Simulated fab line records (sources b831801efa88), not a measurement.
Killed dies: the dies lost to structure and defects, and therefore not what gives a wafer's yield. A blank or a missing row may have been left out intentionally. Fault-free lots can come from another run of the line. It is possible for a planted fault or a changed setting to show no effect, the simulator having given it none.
Chamber matching | flow gf180mcu | GF_MIM_CVD_05 on pecvd-04 has 3 sister chambers
The step deposits Si3N4, target thk 42 nm, time 29.086 s. 14 wafers are shown with their chamber, then 7 later ones without.

WAFERS PAIRED WITH THEIR CHAMBERS
wafer  | chamber | heaterPowerW (W) | heaterPowerOuterW (W)
L787.1 | 0       | 602              | 368
L787.2 | 2       | 769              | 462
L787.4 | 1       | 605              | 343
L792.1 | 0       | 563              | 356
L792.3 | 2       | 716              | 418
L792.4 | 2       | 703              | 417
L796.1 | 2       | 831              | 513
L796.2 | 1       | 597              | 338
L796.5 | 2       | 806              | 510
L797.3 | 1       | 586              | 339
L797.5 | 2       | 870              | 525
L797.6 | 1       | 581              | 351
L798.3 | 0       | 531              | 315
L798.5 | 1       | 508              | 287

SIGNATURES (means of the wafers above)
reading           | chamber 0 | chamber 1 | chamber 2 | scatter within a chamber
heaterPowerW      | 565.33    | 575.40    | 782.50    | 52.3
heaterPowerOuterW | 346.33    | 331.60    | 474.17    | 38.2
Rule: a wafer's distance from a chamber is the root of the sum, over the readings, of the square of ((its reading less the chamber's mean) divided by the reading's scatter). If the next closest chamber is less than 2 further off than the closest, the wafer can't be placed; otherwise it belongs to the closest. How the scatter is found: for the shown wafers, subtract from each reading the mean of its chamber, square and add these, divide the total by (wafers less chambers), then take the root.

WAFERS WITH NO CHAMBER GIVEN
wafer  | heaterPowerW (W) | heaterPowerOuterW (W)
L798.6 | 816              | 490
L799.1 | 629              | 379
L799.4 | 576              | 356
L799.6 | 708              | 418
L801.1 | 793              | 489
L801.3 | 577              | 343
L801.5 | 802              | 502

THE CHAMBER EACH PASSED THROUGH
wafer  | from the rows above          | in truth
L798.6 | 2                            | 2
L799.1 | can't be placed: 0 or 1      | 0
L799.4 | can't be placed: 0 or 1      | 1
L799.6 | can't be placed: 2 or 0 or 1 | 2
L801.1 | 2                            | 2
L801.3 | can't be placed: 0 or 1      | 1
L801.5 | 2                            | 2
Correctly placed: 3 of 7. Unplaceable from these rows: 4, with the true chamber sitting among the candidates in 4. Wrongly placed: 0.
